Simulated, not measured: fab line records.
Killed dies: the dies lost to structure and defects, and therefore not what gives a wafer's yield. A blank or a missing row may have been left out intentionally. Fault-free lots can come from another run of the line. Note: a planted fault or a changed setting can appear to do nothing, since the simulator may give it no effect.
Comparing a struck lot with a sound one | flow gf180mcu | 19 out of 602 route steps
Sound: wafers L636.3, L636.5, L636.6. The struck wafers were L625.2, L625.4, L625.5. The cause comes at the end.
For every step that has rows: the tool of each side, followed by ch and its chambers, followed by its first start. Under that, the readings that differ: sound wafers | struck wafers | difference of the means | sigmas: that difference in standard deviations of wafers without a fault.
alike: readings whose means differ by less than 2 such deviations, and words and numbers that are the same on both sides. not compared: withheld readings, readings that some wafer has no value for, bounds like >300 that may hide the same value, and numbers for which the record gives no deviation and whose values overlap.
Wherever a step has rows on one side only, a row that says differs or no value, or a row with sigmas, the two part there. Non-overlapping numbers with no deviation appear without sigmas and do not part them. A reading missing from all wafers of one side parts the sides only when that side holds two or more wafers.

first, 2 steps without rows for these wafers: GF_VT_IMPLANT_PEB_27; GF_VT_IMPLANT_DEVELOP_28 (develop time 60 s).
GF_VT_IMPLANT_OVL_MEAS_29:
  sound on overlay-01, day 11 05:02; struck on overlay-01, day 8 04:47
  alike: VT_IMPLANT_02_OVL
next, for these wafers, 1 step has no rows: GF_VT_IMPLANT_IMPLANT_30.
GF_VT_IMPLANT_STRIP_31: strips in O2/N2.
  sound on plasma asher-02 ch 0,1, day 11 05:15; struck on plasma asher-02 ch 0, day 8 04:58
  alike: drypump motor current A, heater power w, oes product au, strip time to endpoint s
  not compared: rf hours counter h
GF_VT_IMPLANT_TW_MEAS_32:
  sound on film metro-04, day 11 05:20; struck on film metro-01, day 8 05:05
  alike: VT_IMPLANT_3_TW
then, 6 steps without rows for these wafers: GF_VT_IMPLANT_DEHYDRATE_33 (time 60 s); GF_VT_IMPLANT_HMDS_34 (prime time 60 s); GF_VT_IMPLANT_COAT_35 (resist thk 1000 nm); GF_VT_IMPLANT_SOFTBAKE_36 (time 60 s); GF_VT_IMPLANT_EXPOSE_37 (exposes mask Nwell HV AREA, target cd 860 nm); GF_VT_IMPLANT_PEB_38.
GF_VT_IMPLANT_DEVELOP_39: develop time 60 s.
  sound on litho track-04 ch 0, day 11 23:53; struck on litho track-01 ch 0, day 8 21:39
GF_VT_IMPLANT_OVL_MEAS_40:
  sound on overlay-01, day 11 23:59; struck on overlay-02, day 8 21:47
  reading                | sound         | struck | difference                    | sigmas
  VT_IMPLANT_03_OVL (nm) | -1.1 -2.8 0.1 | - - -  | no value on the struck wafers |
next, for these wafers, 1 step has no rows: GF_VT_IMPLANT_IMPLANT_41.
GF_VT_IMPLANT_STRIP_42: strips in O2/N2.
  sound on plasma asher-04 ch 0,1, day 12 00:12; struck on plasma asher-01 ch 0,1, day 8 21:58
  reading                     | sound       | struck      | difference | sigmas
  drypump motor current A (A) | 5.1 5.6 5.0 | 6.0 6.4 6.0 | +0.9       | +2
  alike: heater power w, oes product au, strip time to endpoint s
  not compared: rf hours counter h
GF_VT_IMPLANT_TW_MEAS_43:
  sound on film metro-03, day 12 00:17; struck on film metro-03, day 8 22:04
  reading         | sound       | struck   | difference | sigmas
  VT_IMPLANT_4_TW | 700 705 705 | 30 30 30 | -673       | -99 or more
then, 1 step without rows for these wafers: GF_VT_IMPLANT_CLEAN_44 (cleans in SC1/SC2, time 150 s).
-- here the record skips 22 days between the struck wafers' starts before and after, leaving off in module VT_IMPLANT and picking up in module PASSIVATION (first step shown: number 602 of the route) --
GF_PASSIVATION_PROBE_99:
  the record has rows for the struck wafers here (prober-01, day 30 11:34) and none for the sound ones

## WHERE THEY PART
At GF_VT_IMPLANT_OVL_MEAS_40 first; at GF_PASSIVATION_PROBE_99 last (within this record only).

WHY: the cause the simulator had injected
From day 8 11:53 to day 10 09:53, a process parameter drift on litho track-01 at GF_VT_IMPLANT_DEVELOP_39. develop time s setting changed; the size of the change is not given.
